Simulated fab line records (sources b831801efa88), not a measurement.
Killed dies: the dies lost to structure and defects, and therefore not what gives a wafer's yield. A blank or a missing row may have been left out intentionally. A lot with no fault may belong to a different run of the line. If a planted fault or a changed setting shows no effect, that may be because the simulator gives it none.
Which tool did it? ; flow sky130 ; Sampling: 13 lots, 39 wafers, 4 of 708 route steps

== WHAT THE GAUGES SHOWED, per wafer ==
SKY_POLY_CUT_OVL_MEAS_09. Usual: for POLY_CUT_OVL the level is 3 nm and the standard deviation is 5.9.
lot;measured;on;POLY_CUT_OVL (nm);flag
L306;day 24 07:21;overlay-02;0 -6 1;
L309;day 25 04:09;overlay-01;7 1 9;
L311;day 25 21:57;overlay-02;16 10 9;
L312;day 26 06:09;overlay-01;6 6 13;
L314;day 27 04:12;overlay-01;4 8 10;
L316;day 27 21:46;overlay-02;5 7 1;
L318;day 28 11:09;overlay-02;3 -6 -6;
L319;day 28 19:21;overlay-02;-9 -11 -8;
L320;day 29 04:16;overlay-01;4 6 4;
L324;day 30 11:47;overlay-01;-5 5 -6;
L325;day 31 00:36;overlay-01;-1 7 13;
L327;day 31 17:59;overlay-01;7 4 -2;
L329;day 32 05:09;overlay-02;5 0 -2;

SKY_SD_P_CD_MEAS_07: the cd target is 380 nm. Usual: cd_nm 380.7 nm, standard deviation 2.7.
lot;measured;on;cd_nm (nm);flag
L306;day 25 13:02;cd_sem-01;379.8 380.4 377.7;
L309;day 26 09:59;cd_sem-02;383.5 384.4 381.1;
L311;day 27 02:31;cd_sem-01;377.6 379.4 377.4;
L312;day 27 11:40;cd_sem-02;379.7 381.5 380.8;
L314;day 28 08:46;cd_sem-01;380.7 378.0 380.2;
L316;day 29 02:08;cd_sem-02;380.9 380.7 379.4;
L318;day 29 14:32;cd_sem-01;375.9 376.8 377.1;
L319;day 29 23:46;cd_sem-02;380.6 380.3 381.8;
L320;day 30 08:13;cd_sem-01;377.9 377.4 378.0;
L324;day 31 15:20;cd_sem-01;381.7 383.1 382.9;
L325;day 32 03:44;cd_sem-01;379.1 378.1 381.1;
L327;day 32 21:07;cd_sem-02;380.0 380.7 379.4;
L329;day 33 08:04;cd_sem-01;378.1 376.6 375.3;

== WHICH TOOL RAN EACH LOT (tool, then ch and the chambers of the sampled wafers, then the start) ==
lot;SKY_POLY_GATE_STRIP_18;SKY_LDD_LDN_IMPLANT_11
L306;plasma_asher-04 ch 0,1, day 16 11:05;implanter-04 ch 0, day 22 21:17
L309;plasma_asher-01 ch 0,1, day 17 06:38;implanter-01 ch 0, day 23 20:17
L311;plasma_asher-01 ch 0,1, day 18 03:34;implanter-04 ch 0, day 24 14:35
L312;plasma_asher-01 ch 0,1, day 18 09:26;implanter-03 ch 0, day 24 22:46
L314;plasma_asher-02 ch 0,1, day 19 09:46;implanter-04 ch 0, day 25 21:11
L316;plasma_asher-04 ch 0,1, day 20 04:21;implanter-03 ch 0, day 26 14:58
L318;plasma_asher-04 ch 0,1, day 20 19:10;implanter-03 ch 0, day 27 04:13
L319;plasma_asher-02 ch 0, day 21 03:16;implanter-01 ch 0, day 27 12:30
L320;plasma_asher-02 ch 0,1, day 21 14:01;implanter-03 ch 0, day 27 21:49
L324;plasma_asher-02 ch 0,1, day 23 00:55;implanter-01 ch 0, day 29 05:34
L325;plasma_asher-02 ch 0,1, day 23 14:32;implanter-03 ch 0, day 29 18:32
L327;plasma_asher-04 ch 0,1, day 24 06:27;implanter-01 ch 0, day 30 10:52
L329;plasma_asher-01 ch 0,1, day 24 21:28;implanter-04 ch 0, day 31 00:09
- SKY_POLY_GATE_STRIP_18: strips in O2/N2.
- SKY_LDD_LDN_IMPLANT_11

== AS READ BY THE TOOLS THEMSELVES (means over the sampled wafers that have a number; for cases with no such wafer, the mark the record gives instead) ==
SKY_POLY_GATE_STRIP_18. Usual: drypump_motor_current_A 5.8 A, standard deviation 0.42; oes_product_au 0.361 a.u., standard deviation 0.0045; strip_time_to_endpoint_s 3.17 s, standard deviation 0.032.
lot;tool;drypump_motor_current_A (A);oes_product_au (a.u.);strip_time_to_endpoint_s (s);flag
L306;plasma_asher-04;6.1;0.362;3.15;
L309;plasma_asher-01;5.3;0.359;3.18;
L311;plasma_asher-01;5.3;0.362;3.22;
L312;plasma_asher-01;5.3;0.356;3.13;
L314;plasma_asher-02;6.0;0.359;3.15;
L316;plasma_asher-04;6.2;0.361;3.19;
L318;plasma_asher-04;6.1;0.359;3.14;
L319;plasma_asher-02;6.1;0.357;3.16;
L320;plasma_asher-02;6.0;0.362;3.18;
L324;plasma_asher-02;6.0;0.359;3.17;
L325;plasma_asher-02;5.8;0.361;3.17;
L327;plasma_asher-04;6.1;0.358;3.18;
L329;plasma_asher-01;5.3;0.364;3.17;

SKY_LDD_LDN_IMPLANT_11. Usual: dose_ions_cm2 1.25e+13, standard deviation 1.2e+10; end_station_pressure_torr 5.06e-06 Torr, standard deviation 2.9e-07; faraday_current_uA 70.4, standard deviation 1.4.
lot;tool;dose_ions_cm2;end_station_pressure_torr (Torr);faraday_current_uA;flag
L306;implanter-04;1.25e+13;4.79e-06;69.4;
L309;implanter-01;1.25e+13;5.35e-06;72.0;
L311;implanter-04;1.25e+13;5.05e-06;69.4;
L312;implanter-03;1.25e+13;5.30e-06;68.9;
L314;implanter-04;1.25e+13;5.03e-06;71.1;
L316;implanter-03;1.25e+13;5.13e-06;71.3;
L318;implanter-03;1.25e+13;5.11e-06;71.1;
L319;implanter-01;1.25e+13;5.16e-06;71.3;
L320;implanter-03;1.25e+13;5.08e-06;69.6;
L324;implanter-01;7.46e+12;4.71e-06;42.1;OFF
L325;implanter-03;1.25e+13;4.90e-06;72.0;
L327;implanter-01;7.47e+12;4.97e-06;42.2;OFF
L329;implanter-04;1.25e+13;4.90e-06;69.9;

== THE ANSWER, worked out from the rows above alone ==
Rule: a lot counts as off when the mean over its wafers that have a number is more than 3 standard deviations away from the usual mean. Also off: a lot with no number at a reading for which 4 or more lots have one. Where the step has rows for the other lots, those lots are counted as sound. Order of review: gauges by route order, followed by the tools' own readings, for which a lot's mean as printed above is used. The first step at which some lot is off is used, and at that step the reading that is off furthest; a lot without a number counts as furthest.
Off, at SKY_LDD_LDN_IMPLANT_11 on dose_ions_cm2: L324, L327.
If a tool, at that step or one of the process steps before it, ran each lot that is off and ran no sound lot following the first of them, it fits. One candidate fits, namely implanter-01 at SKY_LDD_LDN_IMPLANT_11. Its last sound lot is L319 (day 27 12:30), its first lot that is off L324 (day 29 05:34): a fault that began between those two fits.
The tool's own readings at SKY_LDD_LDN_IMPLANT_11 bear it out: on the lots that are off they differ by more than 5 times the standard deviation of the sound lots' means. dose_ions_cm2 reads 7.46e+12 there against 1.25e+13 on the sound lots; faraday_current_uA reads 42.2 there against 70.5 on the sound lots.

== WHAT WAS PUT IN BY THE SIMULATOR ==
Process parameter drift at SKY_LDD_LDN_IMPLANT_11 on implanter-01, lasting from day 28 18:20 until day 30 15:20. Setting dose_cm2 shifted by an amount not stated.
Struck lots among those shown: L324, L327. Same finding as the rule above.
